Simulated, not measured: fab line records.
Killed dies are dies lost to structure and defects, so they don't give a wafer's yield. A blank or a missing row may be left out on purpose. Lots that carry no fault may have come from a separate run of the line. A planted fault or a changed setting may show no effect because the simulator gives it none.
One fault seen from 2 desks -- flow gf180mcu -- only its own numbers are on each desk; what lay behind them is given at the end

AT THE METROLOGY DESK
Means of the sampled wafers that have a number, per lot and without regard to the tool the lot ran on: this is what the gauges read. Any lot whose mean is over 4 standard deviations away from the usual mean is out of limits and marked OUT; that distance is given in the brackets.
Columns: A = cd nm at GF_V4_CD_MEAS_14, usual 260.2 nm; B = V4_OVL at GF_V4_OVL_MEAS_15, usual 2 nm
lot,first seen here,A,B
L877,day 24 08:19,260.6,5
L878,day 25 01:35,260.4,6
L893,day 29 21:37,258.6,7
L894,day 30 05:22,258.7,3
L897,day 30 20:25,261.1,2
This desk's verdict: no lot among the 5 shows anything out of limits.

TOOL OWNER'S DESK, pvd sputter-02
The tool's own readings at GF_V4_SPUTTER_21 (material Ti, target thk 15 nm, time 80.02 s): means of the sampled wafers that have a number, for each lot that ran on this tool. Any lot whose mean is over 4 standard deviations away from the usual mean is out of limits and marked OUT; that distance is given in the brackets.
Columns: A = chamber pressure pa at GF_V4_SPUTTER_21, usual 5.001 Pa; B = throttle valve pct at GF_V4_SPUTTER_21, usual 30.0 %
lot,first seen here,A,B
L877,day 24 09:29,4.993,30.3
L893,day 29 22:28,4.997,30.6
This desk's verdict: no lot among the 2 shows anything out of limits.

PUT TOGETHER
Metrology desk: nothing out of limits seen.
Nothing out of limits was seen by the tool owner's desk.

WHAT THE SIMULATOR HAD INSERTED
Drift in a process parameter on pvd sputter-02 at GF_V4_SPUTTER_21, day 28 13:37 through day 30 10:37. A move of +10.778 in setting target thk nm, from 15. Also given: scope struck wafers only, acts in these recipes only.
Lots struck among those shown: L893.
